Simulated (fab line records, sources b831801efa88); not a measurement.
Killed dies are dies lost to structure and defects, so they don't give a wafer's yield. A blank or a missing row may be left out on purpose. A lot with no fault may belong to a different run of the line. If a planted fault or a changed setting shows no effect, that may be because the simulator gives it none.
2 desks, one fault -- flow gf180mcu -- each desk has only its own numbers; what lay behind them comes last

## FOR THE TOOL OWNER'S DESK: pvd sputter-04
The tool's own readings at GF_M2_SPUTTER_01 (material TiN, target thk 30 nm, time 25 s): means of the sampled wafers that have a number, for each lot that ran on this tool. If a lot's mean is further than 4 standard deviations from the usual mean, the lot is out of limits and carries the mark OUT (the distance appears in the brackets).
Columns: A = throttle valve pct at GF_M2_SPUTTER_01, usual 30.0 %
lot,first seen here,A
L775,day 20 02:41,29.2
L781,day 22 02:35,29.2
L784,day 22 22:46,29.5
This desk's verdict: no lot among the 3 shows anything out of limits.

## THE METROLOGY DESK
What the gauges read, lot by lot, whatever tool the lot ran on: means of the sampled wafers that have a number. If a lot's mean is further than 4 standard deviations from the usual mean, the lot is out of limits and carries the mark OUT (the distance appears in the brackets).
Columns: A = V1_W_RS at GF_V1_RS_MEAS_24, usual 0.326 ohm/sq; B = V1_W_THK at GF_V1_THK_MEAS_25, usual 356 nm
lot,first seen here,A,B
L775,day 20 02:07,0.335,346
L781,day 22 02:01,0.332,350
L784,day 22 22:14,0.326,353
L785,day 23 01:07,0.330,355
L793,day 25 09:37,0.330,354
L794,day 25 14:01,0.326,352
This desk's verdict: no lot among the 6 shows anything out of limits.

## BROUGHT TOGETHER
The desk of the tool owner found nothing out of limits.
Nothing out of limits was seen by the metrology desk.

## WHAT HAD BEEN PUT IN BY THE SIMULATOR
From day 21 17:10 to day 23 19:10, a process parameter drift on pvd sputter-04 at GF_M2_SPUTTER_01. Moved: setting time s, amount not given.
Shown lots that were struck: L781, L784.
